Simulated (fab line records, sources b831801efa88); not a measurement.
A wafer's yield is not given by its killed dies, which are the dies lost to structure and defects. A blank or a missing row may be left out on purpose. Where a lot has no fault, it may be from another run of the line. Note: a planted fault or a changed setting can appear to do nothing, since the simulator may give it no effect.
Tool commonality check + flow sky130 + Sampled: 12 lots, 36 wafers

WHY IT WAS OPENED
2 of 12 lots carry a flag on the reading LDD_HVN_TW at SKY_LDD_HVN_TW_MEAS_10. Wafers without a fault read 1439, standard deviation 10.
Rule: a lot is flagged in two cases, either no wafer of it has a number, or all its wafers with numbers fall more than 4 standard deviations from that mean. The rest of the lots are taken to be sound.

| lot  | measured     | on           | LDD_HVN_TW, wafer by wafer | flag    |
|------|--------------|--------------|----------------------------|---------|
| L292 | day 21 01:13 | filmMetro-03 | 1455 1453 1446             |         |
| L294 | day 21 15:59 | filmMetro-03 | 1453 1439 1447             |         |
| L296 | day 22 23:39 | filmMetro-03 | 1449 1443 1446             |         |
| L298 | day 23 08:53 | filmMetro-02 | 1430 1435 1436             |         |
| L299 | day 24 14:52 | filmMetro-02 | 1436 1440 1431             |         |
| L300 | day 24 15:11 | filmMetro-03 | 1456 1446 1450             |         |
| L301 | day 25 10:29 | filmMetro-04 | 1416 1416 1429             |         |
| L302 | day 25 12:03 | filmMetro-03 | 1438 1432 1440             |         |
| L306 | day 26 05:43 | filmMetro-03 | 1162 1162 1157             | FLAGGED |
| L308 | day 27 00:22 | filmMetro-04 | 1444 1434 1438             |         |
| L307 | day 27 03:04 | filmMetro-04 | 1154 1158 1146             | FLAGGED |
| L313 | day 28 18:37 | filmMetro-02 | 1437 1428 1436             |         |
The numbers of the flagged lots are 1156 on average: -282 against the usual, or -28 standard deviations.

WHICH TOOL RAN EACH LOT
The record keeps 1 process step preceding the reading, out of 708 steps on the route. Every cell lists first the tool, next ch and the chambers used by the sampled wafers, and last the start.
| lot  | flag    | SKY_LDD_HVN_IMPLANT_08          |
|------|---------|---------------------------------|
| L292 |         | implanter-04 ch 0, day 21 00:59 |
| L294 |         | implanter-02 ch 0, day 21 15:44 |
| L296 |         | implanter-04 ch 0, day 22 23:25 |
| L298 |         | implanter-01 ch 0, day 23 08:40 |
| L299 |         | implanter-01 ch 0, day 24 14:37 |
| L300 |         | implanter-01 ch 0, day 24 14:56 |
| L301 |         | implanter-04 ch 0, day 25 10:14 |
| L302 |         | implanter-04 ch 0, day 25 11:50 |
| L306 | FLAGGED | implanter-04 ch 0, day 26 05:28 |
| L308 |         | implanter-01 ch 0, day 27 00:08 |
| L307 | FLAGGED | implanter-04 ch 0, day 27 02:49 |
| L313 |         | implanter-02 ch 0, day 28 18:23 |
What these steps do:
- SKY_LDD_HVN_IMPLANT_08
- SKY_LDD_HVN_TW_MEAS_10

FLAGGED AGAINST TOTAL, ONE TOOL AT A TIME (gauges that did the reading follow at the end)
| step                   | tool         | lots run | flagged | share of the flagged lots | sound lots run after its first flagged lot |
|------------------------|--------------|----------|---------|---------------------------|--------------------------------------------|
| SKY_LDD_HVN_IMPLANT_08 | implanter-01 | 4        | 0       | none                      | -                                          |
| SKY_LDD_HVN_IMPLANT_08 | implanter-02 | 2        | 0       | none                      | -                                          |
| SKY_LDD_HVN_IMPLANT_08 | implanter-04 | 6        | 2       | all                       | 0                                          |
| SKY_LDD_HVN_TW_MEAS_10 | filmMetro-02 | 3        | 0       | none                      | -                                          |
| SKY_LDD_HVN_TW_MEAS_10 | filmMetro-03 | 6        | 1       | some                      | 0                                          |
| SKY_LDD_HVN_TW_MEAS_10 | filmMetro-04 | 3        | 1       | some                      | 0                                          |

WHAT THE TABLE ALLOWS
In the table, 1 row covers all flagged lots: implanter-04 at SKY_LDD_HVN_IMPLANT_08.
- implanter-04 at SKY_LDD_HVN_IMPLANT_08 ran 6 lots, 2 of them flagged. Last sound lot L302 at day 25 11:50, first flagged lot L306 at day 26 05:28; a fault beginning in between fits. Its own readings lie more than 4 standard deviations out on every wafer of the flagged lots: doseIonsCm2, faradayCurrentUA.
One tool is left: implanter-04 at SKY_LDD_HVN_IMPLANT_08.

WHAT THE SIMULATOR PUT IN
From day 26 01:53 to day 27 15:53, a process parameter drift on implanter-04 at SKY_LDD_HVN_IMPLANT_08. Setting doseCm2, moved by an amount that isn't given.
Lots struck among those shown: L306, L307. The same result came from the rule above.
